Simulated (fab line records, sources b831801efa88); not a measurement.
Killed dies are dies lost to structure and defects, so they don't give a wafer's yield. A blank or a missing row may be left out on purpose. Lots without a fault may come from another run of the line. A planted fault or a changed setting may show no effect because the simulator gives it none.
fab line records | flow gf180mcu
record lots=5 wafers=15 last_day=34
route steps=602 shown M3@422 V3@429 M4@456
lots that met no fault: from a run of the same line without faults
start_h: hours from the record's first day to the start of the lot's first wafer shown | wait_h: hours since the lot's step before | " the same as in the row above | L1.1+2: a row that stands for several wafers | - no value, or no start given | * or withheld: withheld | < > ~ a bound
route shown NAME@n: a module of which the file shows steps, and the number in the route of the first | usual: mean/standard deviation of fault-free wafers | same: alike in all rows | chamber/n: place in a boat | sites: the reading at each site | _std_site: their standard deviation | _edge_site: outer sites' mean less inner sites' | radius_mm: how far each site lies from the wafer's centre | mask NAME#n: copy n | behind: the tool/chamber that last shaped the wafer | hold: why the lot was held/for how many hours/how that ended | device: the transistor (n, p or np) that didn't switch | end of line: the same wafers' tests at the end of the route | a step without rows: its recipe alone | killed: dies lost to structure and defects at the first sort, not the wafer's yield | map: a wafer's dies, x killed, . not, _ none there
set.NAME: the setting as run; set.NAME@STEP: as run at that earlier step | model.NAME: the simulator's own value behind a step, which no gauge read
lots at some steps of the route; a table a step, a row a wafer
services: from which hour (start_h, from the record's first day; less than 0 if before it) a tool's chamber was out of use, for how many hours, and why
## steps
# step GF_M3_DEVELOP_13
# recipe develop_time_s=60 dev_temp_c=21
# columns lot.wafer tool chamber start_h wait_h
L075.1+3+5 litho_track-02 0 503.62 0.2
L085.1+4+6 litho_track-03 0 584.30 0.2
L086.2+4+5 litho_track-02 0 593.34 0.2
L091.1+2+3 litho_track-04 0 629.11 0.2
L096.3+4+6 litho_track-02 0 658.67 0.1
# step GF_M3_CD_MEAS_14
# recipe target_cd_nm=280
# usual cd_nm=279.7/1.3
# columns lot.wafer tool chamber start_h wait_h cd_nm
L075.1 cd_sem-01 - 503.77 0.1 282.1
L075.3 " - " " 280.0
L075.5 " - " " 280.0
L085.1 cd_sem-01 - 584.45 0.1 279.0
L085.4 " - " " 280.0
L085.6 " - " " 280.2
L086.2 cd_sem-01 - 593.49 0.1 281.5
L086.4 " - " " 281.7
L086.5 " - " " 282.4
L091.1 cd_sem-01 - 629.26 0.1 279.2
L091.2 " - " " 278.8
L091.3 " - " " 280.2
L096.3 cd_sem-02 - 658.81 0.1 278.5
L096.4 " - " " 277.6
L096.6 " - " " 278.2
# step GF_M3_OVL_MEAS_15
# usual M3_OVL=1/5.2
# columns lot.wafer tool chamber start_h wait_h M3_OVL[nm]
L075.1 overlay-01 - 503.89 0.1 -1
L075.3 " - " " 2
L075.5 " - " " -7
L085.1 overlay-01 - 584.57 0.1 -9
L085.4 " - " " 4
L085.6 " - " " -3
L086.2 overlay-02 - 593.59 0.1 0
L086.4 " - " " 3
L086.5 " - " " -1
L091.1 overlay-01 - 629.38 0.1 1
L091.2 " - " " 0
L091.3 " - " " -4
L096.3 overlay-01 - 658.90 0.1 -1
L096.4 " - " " 3
L096.6 " - " " -3
# step GF_M3_METAL_ETCH_16
# recipe chemistry=Cl2/BCl3 mask_material=KrF target_depth_nm=627.5 stop_on=SiO2 pressure_mtorr=8 icp_w=800 bias_w=140 Cl2_flow_sccm=80 bcl3_flow_sccm=40 time_s=104.6
# usual drypump_motor_current_A=5.7/0.53 oes_product_au=0.972/0.0078 rf_fwd_power_W=795.9/2.2 throttle_valve_pct=28.251/0.011
# same time_s=104.6
# columns lot.wafer tool chamber start_h wait_h drypump_motor_current_A oes_product_au rf_fwd_power_W rf_hours_counter_h throttle_valve_pct
L075.1 rie_metal-04 0 503.92 0.0 6.5 0.973 794.3 7 28.263
L075.3 " 0 " " 6.6 0.973 794.2 - 28.268
L075.5 " 0 " " 6.6 0.963 795.3 - 28.260
L085.1 rie_metal-03 0 584.61 0.0 4.9 0.975 798.5 2 28.270
L085.4 " 0 " " 5.0 0.972 795.5 - 28.252
L085.6 " 0 " " 5.0 0.966 793.8 - 28.260
L086.2 rie_metal-04 1 593.62 0.0 5.6 0.960 801.7 2 28.241
L086.4 " 1 " " 5.6 0.967 796.4 - 28.264
L086.5 " 1 " " 5.6 0.964 801.4 - 28.250
L091.1 rie_metal-04 1 629.42 0.0 5.6 0.985 797.7 3 28.250
L091.2 " 0 " " 6.6 0.982 792.3 11 28.234
L091.3 " 1 " " 5.7 0.975 798.6 - 28.267
L096.3 rie_metal-01 1 658.96 0.1 5.3 0.971 796.3 - 28.252
L096.4 " 0 " " 5.9 0.960 800.2 - 28.266
L096.6 " 1 " " 5.3 0.959 797.7 - 28.256
# step GF_M3_STRIP_17
# recipe chemistry=O2/N2 power_w=1400 pressure_mtorr=1500 platen_temp_c=250 o2_flow_sccm=3000 n2_flow_sccm=300 overash_fraction=0.5
# usual drypump_motor_current_A=5.8/0.36 heater_power_w=344/18 oes_product_au=0.557/0.0046 strip_time_to_endpoint_s=7.86/0.057
# columns lot.wafer tool chamber start_h wait_h drypump_motor_current_A heater_power_w oes_product_au rf_hours_counter_h strip_time_to_endpoint_s
L075.1 plasma_asher-01 0 504.15 0.2 6.4 353 0.559 72 7.85
L075.3 " 0 " " 6.5 351 0.548 - 7.80
L075.5 " 0 " " 6.4 361 0.561 - 7.81
L085.1 plasma_asher-01 1 584.72 0.1 6.4 385 0.558 80 7.84
L085.4 " 1 " " 6.4 391 0.559 - 7.84
L085.6 " 1 " " 6.4 385 0.566 - 7.88
L086.2 plasma_asher-04 1 593.74 0.1 5.8 348 0.556 49 7.85
L086.4 " 0 " " 5.8 355 0.563 - 7.88
L086.5 " 1 " " 5.8 344 0.555 - 7.84
L091.1 plasma_asher-01 1 629.53 0.1 6.4 379 0.557 85 7.86
L091.2 " 0 " " 6.4 347 0.556 85 7.79
L091.3 " 1 " " 6.4 376 0.556 - 7.85
L096.3 plasma_asher-04 0 659.07 0.1 5.7 351 0.550 - 7.87
L096.4 " 1 " " 5.8 341 0.566 - 7.91
L096.6 " 1 " " 5.8 344 0.556 - 7.91
# step GF_M3_STRIP_18
# recipe chemistry=post_etch_residue_remover time_s=1200 temp_c=72.5
# same time_s=1200
# columns lot.wafer tool chamber start_h wait_h
L075.1+3+5 wet_bench-03 2 504.25 0.1
L085.1+4+6 wet_bench-04 0 584.82 0.1
L086.2+4+5 wet_bench-03 0 593.84 0.1
L091.1+2+3 wet_bench-01 1 629.63 0.1
L096.3+4+6 wet_bench-01 0 659.13 0.0
# step GF_M3_CLEAN_19
# recipe chemistry=DIW dry=n2_spin
# columns lot.wafer tool chamber start_h wait_h
L075.1+3+5 wet_bench-04 2 504.59 0.0
L085.1+4+6 wet_bench-03 2 585.16 0.0
L086.2+4+5 wet_bench-01 2 594.18 0.0
L091.1+2+3 wet_bench-04 3 630.00 0.0
L096.3+4+6 wet_bench-03 0 659.48 0.0
# step GF_V3_CVD_00
# recipe material=SiO2 target_thk_nm=600 sigma_open_frac=0.3 temp_c=400 time_s=100 sih4_flow_sccm=60 pressure_mtorr=6
# same time_s=100
# columns lot.wafer tool chamber start_h wait_h
L075.1+3+5 hdpcvd-02 2,1,1 504.68 0.0
L085.1+4+6 hdpcvd-02 1,1,0 585.25 0.0
L086.2+4+5 hdpcvd-01 2,1,2 594.27 0.0
L091.1+2+3 hdpcvd-01 1,2,0 630.10 0.0
L096.3+4+6 hdpcvd-02 2,2,0 659.57 0.0
# step GF_V3_THK_MEAS_01
# recipe reads=SiO2_of_V3_CVD_00
# usual V3_CVD_00_THK=599/8.1
# columns lot.wafer tool chamber start_h wait_h V3_CVD_00_THK[nm]
L075.1 film_metro-01 - 504.75 0.0 592
L075.3 " - " " 594
L075.5 " - " " 596
L085.1 film_metro-04 - 585.33 0.0 594
L085.4 " - " " 593
L085.6 " - " " 597
L086.2 film_metro-04 - 594.35 0.0 605
L086.4 " - " " 579
L086.5 " - " " 605
L091.1 film_metro-01 - 630.17 0.0 595
L091.2 " - " " 612
L091.3 " - " " 591
L096.3 film_metro-04 - 659.66 0.1 608
L096.4 " - " " 612
L096.6 " - " " 605
# step GF_V3_CVD_02
# recipe material=SiO2 target_thk_nm=850 precursor=TEOS temp_c=400 time_s=94.851 rf_w=600
# usual heater_power_w=688/88 rf_fwd_power_W=596.2/2
# same time_s=94.851
# columns lot.wafer tool chamber start_h wait_h heater_power_w rf_fwd_power_W
L075.1 pecvd-01 2 504.81 0.1 727 595.2
L075.3 " 0 " " 646 596.0
L075.5 " 1 " " 806 592.5
L085.1 pecvd-02 2 585.39 0.1 614 593.7
L085.4 " 1 " " 788 597.0
L085.6 " 0 " " 535 593.6
L086.2 pecvd-03 2 594.40 0.0 700 594.8
L086.4 " 1 " " 781 598.7
L086.5 " 2 " " 732 595.3
L091.1 pecvd-02 1 630.23 0.1 800 599.9
L091.2 " 2 " " 591 592.5
L091.3 " 0 " " 593 595.4
L096.3 pecvd-02 2 659.70 0.0 638 595.6
L096.4 " 1 " " 794 597.2
L096.6 " 2 " " 513 594.8
# step GF_V3_THK_MEAS_03
# recipe reads=SiO2_of_V3_CVD_02
# usual V3_CVD_02_THK=855/12
# columns lot.wafer tool chamber start_h wait_h V3_CVD_02_THK[nm]
L075.1 film_metro-04 - 504.88 0.0 855
L075.3 " - " " 849
L075.5 " - " " 863
L085.1 film_metro-01 - 585.45 0.0 854
L085.4 " - " " 869
L085.6 " - " " 876
L086.2 film_metro-01 - 594.48 0.0 838
L086.4 " - " " 864
L086.5 " - " " 844
L091.1 film_metro-03 - 630.30 0.0 852
L091.2 " - " " 856
L091.3 " - " " 858
L096.3 film_metro-04 - 659.79 0.1 859
L096.4 " - " " 860
L096.6 " - " " 872
# step GF_V3_CMP_04
# recipe material=SiO2 down_force_psi=4 platen_rpm=60 pad_velocity_m_s=0.94248
# usual head_pressure_psi=4.000/0.0089 motor_current_A=11.9/1.2 time_to_endpoint_s=85/6.7
# columns lot.wafer tool chamber start_h wait_h head_pressure_psi motor_current_A time_to_endpoint_s
L075.3 cmp-02 2 504.94 0.0 4.000 13.2 88
L075.1 " 1 " " 3.995 13.3 84
L075.5 " 2 " " 4.012 13.5 91
L085.1 cmp-01 3 585.61 0.1 4.007 13.2 83
L085.4 " 0 " " 4.006 13.4 78
L085.6 " 2 " " 3.999 10.0 87
L086.2 cmp-01 2 594.53 0.0 3.996 10.7 70
L086.4 " 1 " " 3.988 10.9 80
L086.5 " 2 " " 4.000 10.5 74
L091.1 cmp-01 0 630.36 0.1 4.015 13.0 79
L091.3 " 1 " " 4.000 10.5 82
L091.2 " 3 " " 4.010 12.3 89
L096.4 cmp-02 0 660.07 0.3 3.997 11.0 94
L096.3 " 1 " " 4.016 12.8 85
L096.6 " 1 " " 4.002 12.8 88
# step GF_V3_BOW_MEAS_05
# recipe mode=bow
# usual V3_BOW=117/8.2
# columns lot.wafer tool chamber start_h wait_h V3_BOW[um]
L075.1 film_metro-01 - 505.24 0.1 110
L075.3 " - " " 115
L075.5 " - " " 90
L085.1 film_metro-04 - 585.81 0.1 113
L085.4 " - " " 123
L085.6 " - " " 114
L086.2 film_metro-04 - 594.85 0.3 122
L086.4 " - " " 121
L086.5 " - " " 131
L091.1 film_metro-04 - 630.66 0.2 128
L091.2 " - " " 118
L091.3 " - " " 105
L096.3 film_metro-03 - 660.41 0.2 117
L096.4 " - " " 118
L096.6 " - " " 115
# step GF_V3_DEHYDRATE_06
# recipe temp_c=200 time_s=60
# same time_s=60
# columns lot.wafer tool chamber start_h wait_h
L075.1+3+5 litho_track-02 0 515.87 10.6
L085.1+4+6 litho_track-02 0 595.32 9.5
L086.2+4+5 litho_track-01 0 604.30 9.4
L091.1+2+3 litho_track-02 0 639.37 8.7
L096.3+4+6 litho_track-02 0 669.17 8.7
# step GF_V3_HMDS_07
# recipe prime_time_s=60 prime_temp_c=120
# columns lot.wafer tool chamber start_h wait_h
L075.1+3+5 litho_track-02 0 516.02 0.1
L085.1+4+6 litho_track-02 0 595.47 0.1
L086.2+4+5 litho_track-01 0 604.45 0.1
L091.1+2+3 litho_track-02 0 639.52 0.1
L096.3+4+6 litho_track-02 0 669.32 0.1
# step GF_V3_COAT_08
# recipe resist=BARC temp_c=withheld time_s=withheld spin_rpm=withheld resist_thk_nm=withheld
# columns lot.wafer tool chamber start_h wait_h
L075.1+3+5 litho_track-02 0 516.17 0.1
L085.1+4+6 litho_track-02 0 595.62 0.1
L086.2+4+5 litho_track-01 0 604.60 0.1
L091.1+2+3 litho_track-02 0 639.67 0.1
L096.3+4+6 litho_track-02 0 669.47 0.1
# step GF_V3_COAT_09
# recipe resist=KrF spin_rpm=withheld resist_thk_nm=1000
# columns lot.wafer tool chamber start_h wait_h
L075.1+3+5 litho_track-02 0 - -
L085.1+4+6 litho_track-02 0 - -
L086.2+4+5 litho_track-01 0 - -
L091.1+2+3 litho_track-02 0 - -
L096.3+4+6 litho_track-02 0 - -
# step GF_V3_SOFTBAKE_10
# recipe temp_c=130 time_s=60 resist=KrF
# same time_s=60
# columns lot.wafer tool chamber start_h wait_h
L075.1+3+5 litho_track-02 0 - -
L085.1+4+6 litho_track-02 0 - -
L086.2+4+5 litho_track-01 0 - -
L091.1+2+3 litho_track-02 0 - -
L096.3+4+6 litho_track-02 0 - -
# step GF_V3_EXPOSE_11
# recipe mask_id=Via3 target_cd_nm=260 na=0.68 source_shape=conventional sigma_outer=0.6 dose_mj=38
# same na=0.68
# columns lot.wafer tool chamber start_h wait_h mask
L075.1+3+5 krf_scanner-01 0 - - Via3#0
L085.1+4+6 krf_scanner-01 0 - - Via3#0
L086.2+4+5 krf_scanner-01 0 - - Via3#0
L091.1+2+3 krf_scanner-02 0 - - Via3#0
L096.3+4+6 krf_scanner-02 0 - - Via3#0
# step GF_V3_PEB_12
# recipe peb_temp_c=136.1 peb_time_s=90 resist=KrF
# columns lot.wafer tool chamber start_h wait_h
L075.1+3+5 litho_track-02 0 - -
L085.1+4+6 litho_track-01 0 - -
L086.2+4+5 litho_track-01 0 - -
L091.1+2+3 litho_track-02 0 - -
L096.3+4+6 litho_track-02 0 - -
# step GF_V3_DEVELOP_13
# recipe develop_time_s=60 resist=KrF dev_temp_c=21
# columns lot.wafer tool chamber start_h wait_h
L075.1+3+5 litho_track-02 0 528.27 0.2
L085.1+4+6 litho_track-01 0 606.73 0.2
L086.2+4+5 litho_track-01 0 615.00 0.2
L091.1+2+3 litho_track-02 0 649.62 0.2
L096.3+4+6 litho_track-02 0 678.82 0.1
# step GF_V3_CD_MEAS_14
# recipe target_cd_nm=260
# usual cd_nm=259.7/1.5
# columns lot.wafer tool chamber start_h wait_h cd_nm
L075.1 cd_sem-02 - 528.42 0.1 255.7
L075.3 " - " " 256.9
L075.5 " - " " 256.7
L085.1 cd_sem-01 - 606.88 0.1 258.2
L085.4 " - " " 257.7
L085.6 " - " " 257.6
L086.2 cd_sem-01 - 615.14 0.1 258.0
L086.4 " - " " 258.9
L086.5 " - " " 259.8
L091.1 cd_sem-02 - 649.77 0.1 258.1
L091.2 " - " " 259.9
L091.3 " - " " 258.9
L096.3 cd_sem-02 - 678.96 0.1 260.0
L096.4 " - " " 260.1
L096.6 " - " " 261.4
# step GF_V3_OVL_MEAS_15
# usual V3_OVL=-2/5.1
# columns lot.wafer tool chamber start_h wait_h V3_OVL[nm]
L075.1 overlay-01 - 528.54 0.1 7
L075.3 " - " " -1
L075.5 " - " " -2
L085.1 overlay-01 - 607.00 0.1 -7
L085.4 " - " " -4
L085.6 " - " " 0
L086.2 overlay-02 - 615.25 0.1 -4
L086.4 " - " " -8
L086.5 " - " " -4
L091.1 overlay-02 - 649.89 0.1 -6
L091.2 " - " " -2
L091.3 " - " " -6
L096.3 overlay-02 - 679.05 0.1 2
L096.4 " - " " -7
L096.6 " - " " 0
# step GF_V3_ETCH_16
# recipe chemistry=N2/H2 target_depth_a=withheld overetch_a=withheld time_s=withheld target=BARC ion_energy_ev=200 source_w=500 bias_w=100 pressure_mtorr=30 n2_flow_sccm=100 h2_flow_sccm=200
# usual drypump_motor_current_A=5.8/0.45 oes_product_au=0.854/0.0047 rf_fwd_power_W=495.9/1.8 throttle_valve_pct=13.225/0.0095
# columns lot.wafer tool chamber start_h wait_h drypump_motor_current_A oes_product_au rf_fwd_power_W throttle_valve_pct
L075.1 rie_diel-01 2 528.57 0.0 5.6 0.864 498.0 13.217
L075.3 " 3 " " 5.3 0.852 497.5 13.218
L075.5 " 1 " " 5.7 0.856 497.2 13.224
L085.1 rie_diel-01 0 607.03 0.0 6.4 0.860 495.4 13.225
L085.4 " 1 " " 5.7 0.858 494.5 13.219
L085.6 " 0 " " 6.4 0.861 496.0 13.251
L086.2 rie_diel-04 0 615.28 0.0 5.2 0.861 496.9 13.226
L086.4 " 1 " " 6.3 0.851 497.4 13.222
L086.5 " 2 " " 6.4 0.853 496.1 13.231
L091.1 rie_diel-04 0 649.92 0.0 5.2 0.855 495.0 13.227
L091.2 " 3 " " 5.6 0.856 494.9 13.232
L091.3 " 2 " " 6.3 0.852 493.7 13.244
L096.3 rie_diel-03 1 679.07 0.0 5.6 0.855 493.7 13.221
L096.4 " 2 " " 5.6 0.844 496.5 13.238
L096.6 " 3 " " 6.1 0.858 493.8 13.221
# step GF_V3_ETCH_17
# recipe chemistry=C4F8/O2/Ar mask_material=KrF target=SiO2 stop_on=TiN source_w=1500 bias_w=1200 pressure_mtorr=40 c4f8_flow_sccm=withheld O2_flow_sccm=6 Ar_flow_sccm=300 time_s=withheld target_depth_a=6350
# usual oes_product_au=0.856/0.0049 rf_fwd_power_W=1494/4.6
# columns lot.wafer tool chamber start_h wait_h oes_product_au rf_fwd_power_W
L075.1 rie_diel-01 2 - - 0.855 1493
L075.3 " 3 " " 0.861 1493
L075.5 " 1 " " 0.870 1492
L085.1 rie_diel-01 0 - - 0.852 1497
L085.4 " 1 " " 0.857 1487
L085.6 " 0 " " 0.850 1492
L086.2 rie_diel-04 0 - - 0.858 1500
L086.4 " 1 " " 0.856 1490
L086.5 " 2 " " 0.851 1496
L091.1 rie_diel-04 0 - - 0.861 1499
L091.2 " 3 " " 0.853 1492
L091.3 " 2 " " 0.858 1496
L096.3 rie_diel-03 1 - - 0.855 1489
L096.4 " 2 " " 0.857 1493
L096.6 " 3 " " 0.855 1499
# step GF_V3_STRIP_18
# recipe chemistry=O2/N2 power_w=1400 pressure_mtorr=1500 platen_temp_c=250 o2_flow_sccm=3000 n2_flow_sccm=300 overash_fraction=0.5
# usual drypump_motor_current_A=6.1/0.51 heater_power_w=352/27 oes_product_au=0.593/0.0056
# columns lot.wafer tool chamber start_h wait_h drypump_motor_current_A heater_power_w oes_product_au rf_hours_counter_h
L075.1 plasma_asher-01 0 528.70 - 6.4 355 0.589 75
L075.3 " 0 " " 6.4 348 0.586 -
L075.5 " 1 " " 6.4 389 0.603 -
L085.1 plasma_asher-01 1 607.16 - 6.4 386 0.596 82
L085.4 " 0 " " 6.4 358 0.593 -
L085.6 " 1 " " 6.4 392 0.586 -
L086.2 plasma_asher-04 1 615.41 - 5.8 337 0.606 51
L086.4 " 1 " " 5.8 349 0.602 -
L086.5 " 1 " " 5.8 350 0.603 -
L091.1 plasma_asher-01 1 650.05 - 6.4 383 0.592 87
L091.2 " 0 " " 6.4 355 0.585 87
L091.3 " 1 " " 6.4 382 0.600 -
L096.3 plasma_asher-03 1 679.23 - 4.9 344 0.600 -
L096.4 " 0 " " 6.5 303 0.594 -
L096.6 " 0 " " 6.5 293 0.594 -
# step GF_V3_STRIP_19
# recipe chemistry=post_etch_residue_remover time_s=1200 temp_c=72.5
# same time_s=1200
# columns lot.wafer tool chamber start_h wait_h
L075.1+3+5 wet_bench-01 3 528.80 0.1
L085.1+4+6 wet_bench-01 3 607.26 0.1
L086.2+4+5 wet_bench-01 0 615.51 0.1
L091.1+2+3 wet_bench-01 1 650.15 0.1
L096.3+4+6 wet_bench-02 1 679.30 0.0
# step GF_V3_CLEAN_20
# recipe chemistry=DIW dry=n2_spin
# columns lot.wafer tool chamber start_h wait_h
L075.1+3+5 wet_bench-02 2 529.14 0.0
L085.1+4+6 wet_bench-03 3 607.63 0.0
L086.2+4+5 wet_bench-02 0 615.85 0.0
L091.1+2+3 wet_bench-03 2 650.49 0.0
L096.3+4+6 wet_bench-02 1 679.67 0.0
# step GF_V3_SPUTTER_21
# recipe material=Ti target_thk_nm=15 chamber_pressure_pa=5 power_w=2500 substrate_temp_c=200 time_s=80.02
# usual throttle_valve_pct=30.3/0.8
# same time_s=80.02
# columns lot.wafer tool chamber start_h wait_h throttle_valve_pct
L075.1 pvd_sputter-01 - 529.33 0.0 29.7
L075.3 " - " " 30.3
L075.5 " - " " 30.3
L085.1 pvd_sputter-02 - 607.74 0.0 31.5
L085.4 " - " " 29.1
L085.6 " - " " 30.9
L086.2 pvd_sputter-03 - 615.94 0.0 29.5
L086.4 " - " " 30.6
L086.5 " - " " 28.3
L091.1 pvd_sputter-02 - 650.58 0.0 31.5
L091.2 " - " " 30.8
L091.3 " - " " 31.2
L096.3 pvd_sputter-01 - 679.77 0.0 29.7
L096.4 " - " " 30.6
L096.6 " - " " 30.5
# step GF_V3_SPUTTER_22
# recipe material=TiN target_thk_nm=10 chamber_pressure_pa=5 power_w=4000 time_s=40
# usual throttle_valve_pct=30.3/0.78
# same time_s=40
# columns lot.wafer tool chamber start_h wait_h throttle_valve_pct
L075.1 pvd_sputter-01 - 529.39 0.0 29.8
L075.3 " - " " 30.2
L075.5 " - " " 30.2
L085.1 pvd_sputter-02 - 607.80 0.0 31.4
L085.4 " - " " 29.5
L085.6 " - " " 30.6
L086.2 pvd_sputter-03 - 616.00 0.0 29.3
L086.4 " - " " 30.5
L086.5 " - " " 28.7
L091.1 pvd_sputter-02 - 650.65 0.0 31.6
L091.2 " - " " 30.9
L091.3 " - " " 31.2
L096.3 pvd_sputter-01 - 679.83 0.0 30.2
L096.4 " - " " 30.4
L096.6 " - " " 30.3
# step GF_V3_CVD_23
# recipe material=W target_thk_nm=350 time_s=104.9 temp_c=400 pressure_torr=40
# usual heater_power_w=849/20
# same time_s=104.9
# columns lot.wafer tool chamber start_h wait_h heater_power_w
L075.1 cvd_w-02 0 529.43 0.0 867
L075.3 " 1 " " 836
L075.5 " 0 " " 878
L085.1 cvd_w-01 0 607.84 0.0 826
L085.4 " 0 " " 847
L085.6 " 0 " " 863
L086.2 cvd_w-02 0 616.04 0.0 875
L086.4 " 1 " " 837
L086.5 " 0 " " 869
L091.1 cvd_w-01 1 650.68 0.0 834
L091.2 " 0 " " 838
L091.3 " 1 " " 856
L096.3 cvd_w-02 1 679.95 0.1 843
L096.4 " 1 " " 840
L096.6 " 1 " " 859
# step GF_V3_RS_MEAS_24
# recipe thk_meas_gauge=four-point-probe reads=W_of_V3_CVD_23+TiN_of_V3_SPUTTER_22+Ti_of_V3_SPUTTER_21
# usual V3_W_RS=0.329/0.0079
# columns lot.wafer tool chamber start_h wait_h V3_W_RS[ohm/sq]
L075.1 film_metro-01 - 529.54 0.1 0.337
L075.3 " - " " 0.335
L075.5 " - " " 0.342
L085.1 film_metro-04 - 607.95 0.1 0.316
L085.4 " - " " 0.317
L085.6 " - " " 0.316
L086.2 film_metro-04 - 616.18 0.1 0.335
L086.4 " - " " 0.331
L086.5 " - " " 0.331
L091.1 film_metro-03 - 650.80 0.1 0.324
L091.2 " - " " 0.311
L091.3 " - " " 0.325
L096.3 film_metro-04 - 680.14 0.2 0.329
L096.4 " - " " 0.328
L096.6 " - " " 0.330
# step GF_V3_THK_MEAS_25
# recipe thk_meas_gauge=xrf reads=W_of_V3_CVD_23
# usual V3_W_THK=358/9.1
# columns lot.wafer tool chamber start_h wait_h V3_W_THK[nm]
L075.1 film_metro-01 - 529.66 0.1 349
L075.3 " - " " 351
L075.5 " - " " 346
L085.1 film_metro-04 - 608.07 0.1 370
L085.4 " - " " 373
L085.6 " - " " 372
L086.2 film_metro-04 - 616.29 0.1 350
L086.4 " - " " 355
L086.5 " - " " 355
L091.1 film_metro-03 - 650.92 0.1 361
L091.2 " - " " 376
L091.3 " - " " 361
L096.3 film_metro-04 - 680.24 0.1 358
L096.4 " - " " 359
L096.6 " - " " 358
# step GF_V3_CMP_26
# recipe stop_on=SiO2 down_force_psi=3.5 platen_rpm=60 t_overpolish_s=15 target_thk_nm=0 pad_velocity_m_s=0.94248
# usual head_pressure_psi=3.500/0.007 motor_current_A=10.9/0.96 overpolish_run_s=15.000/0.0088 time_to_endpoint_s=88/4.3
# columns lot.wafer tool chamber start_h wait_h head_pressure_psi motor_current_A overpolish_run_s time_to_endpoint_s
L075.1 cmp-01 0 529.72 0.1 3.512 12.0 14.995 79
L075.3 " 2 " " 3.505 10.0 15.014 86
L075.5 " 1 " " 3.498 9.5 14.993 81
L085.1 cmp-02 2 608.18 0.1 3.497 12.3 15.008 93
L085.4 " 3 " " 3.498 10.9 14.993 91
L085.6 " 1 " " 3.510 11.7 14.999 87
L086.4 cmp-01 1 616.44 0.1 3.500 9.6 14.993 87
L086.2 " 2 " " 3.511 10.3 15.008 84
L086.5 " 0 " " 3.510 12.0 15.009 82
L091.1 cmp-01 2 651.03 0.1 3.506 10.1 15.014 86
L091.2 " 3 " " 3.498 11.7 14.998 93
L091.3 " 0 " " 3.492 11.6 15.009 79
L096.4 cmp-01 2 680.28 0.0 3.493 9.9 15.009 83
L096.3 " 0 " " 3.504 12.6 15.013 77
L096.6 " 3 " " 3.505 11.8 15.010 82
# step GF_M4_SPUTTER_00
# recipe material=Ti target_thk_nm=37.5 arriving_ion_energy_ev=80 substrate_temp_c=200 chamber_pressure_pa=2 power_w=4000 time_s=150
# usual throttle_valve_pct=29.7/0.91
# same time_s=150
# columns lot.wafer tool chamber start_h wait_h throttle_valve_pct
L075.1 pvd_sputter-04 - 530.02 0.2 27.7
L075.3 " - " " 30.6
L075.5 " - " " 30.0
L085.1 pvd_sputter-01 - 608.43 0.2 30.2
L085.4 " - " " 30.9
L085.6 " - " " 30.4
L086.2 pvd_sputter-04 - 616.66 0.1 28.0
L086.4 " - " " 30.1
L086.5 " - " " 29.0
L091.1 pvd_sputter-04 - 651.28 0.2 28.0
L091.2 " - " " 28.7
L091.3 " - " " 30.8
L096.3 pvd_sputter-03 - 680.58 0.1 30.6
L096.4 " - " " 28.4
L096.6 " - " " 29.2
# step GF_M4_SPUTTER_01
# recipe material=TiN target_thk_nm=30 power_w=6500 time_s=25 chamber_pressure_pa=0.4
# usual throttle_valve_pct=29.7/0.91
# same time_s=25
# columns lot.wafer tool chamber start_h wait_h throttle_valve_pct
L075.1 pvd_sputter-04 - 530.12 0.1 28.1
L075.3 " - " " 30.7
L075.5 " - " " 30.5
L085.1 pvd_sputter-01 - 608.53 0.1 30.5
L085.4 " - " " 30.9
L085.6 " - " " 30.1
L086.2 pvd_sputter-04 - 616.76 0.1 27.8
L086.4 " - " " 29.8
L086.5 " - " " 28.8
L091.1 pvd_sputter-04 - 651.38 0.1 28.0
L091.2 " - " " 29.0
L091.3 " - " " 30.5
L096.3 pvd_sputter-03 - 680.68 0.1 30.5
L096.4 " - " " 28.7
L096.6 " - " " 29.3
# step GF_M4_SPUTTER_02
# recipe material=AlCu target_thk_nm=450 power_w=10600 time_s=23.9 chamber_pressure_pa=0.4
# usual throttle_valve_pct=29.7/0.91
# same time_s=23.9
# columns lot.wafer tool chamber start_h wait_h throttle_valve_pct
L075.1 pvd_sputter-04 - 530.15 0.0 28.1
L075.3 " - " " 30.8
L075.5 " - " " 30.3
L085.1 pvd_sputter-01 - 608.56 0.0 30.2
L085.4 " - " " 31.0
L085.6 " - " " 30.4
L086.2 pvd_sputter-04 - 616.79 0.0 27.8
L086.4 " - " " 30.4
L086.5 " - " " 29.0
L091.1 pvd_sputter-04 - 651.41 0.0 28.0
L091.2 " - " " 28.8
L091.3 " - " " 30.8
L096.3 pvd_sputter-03 - 680.71 0.0 30.3
L096.4 " - " " 28.4
L096.6 " - " " 29.2
# step GF_M4_SPUTTER_03
# recipe material=Ti target_thk_nm=10 substrate_temp_c=300 chamber_pressure_pa=0.3 power_w=3000 time_s=6.7
# usual throttle_valve_pct=29.7/0.9
# same time_s=6.7
# columns lot.wafer tool chamber start_h wait_h throttle_valve_pct
L075.1 pvd_sputter-04 - 530.18 0.0 27.6
L075.3 " - " " 30.8
L075.5 " - " " 29.8
L085.1 pvd_sputter-01 - 608.59 0.0 30.4
L085.4 " - " " 30.9
L085.6 " - " " 30.3
L086.2 pvd_sputter-04 - 616.82 0.0 28.0
L086.4 " - " " 30.3
L086.5 " - " " 28.7
L091.1 pvd_sputter-04 - 651.44 0.0 27.9
L091.2 " - " " 29.0
L091.3 " - " " 31.0
L096.3 pvd_sputter-03 - 680.74 0.0 30.5
L096.4 " - " " 28.5
L096.6 " - " " 29.1
## services
# columns tool chamber start_h hours kind
rie_diel-04 2 492.35 5.2 repair
hdpcvd-02 - 507.40 0.5 repair
pvd_sputter-01 - 510.13 2.7 repair
krf_scanner-01 - 513.64 1.0 pm
hdpcvd-02 - 521.64 2.8 pm
pvd_sputter-02 - 525.27 2.6 repair
krf_scanner-01 - 527.29 0.8 pm
pvd_sputter-02 - 528.16 1.8 repair
cmp-02 - 529.69 1.1 repair
rie_diel-01 2 531.17 34.9 repair
cmp-02 - 531.84 7.0 pm
rie_diel-01 1 538.86 4.4 repair
pvd_sputter-03 - 544.95 1.1 repair
plasma_asher-01 - 561.52 5.7 repair
rie_diel-01 1 561.57 13.7 repair
cmp-01 - 572.00 4.0 pm
cmp-01 - 588.73 1.0 repair
cmp-01 - 592.49 0.5 repair
rie_diel-01 0 608.24 22.9 repair
pvd_sputter-03 - 646.24 2.2 repair
cmp-01 - 656.06 4.4 pm
rie_diel-01 2 671.25 8.2 repair
cmp-01 - 674.23 1.1 repair
rie_diel-01 - 674.97 0.1 repair
## key
fault none
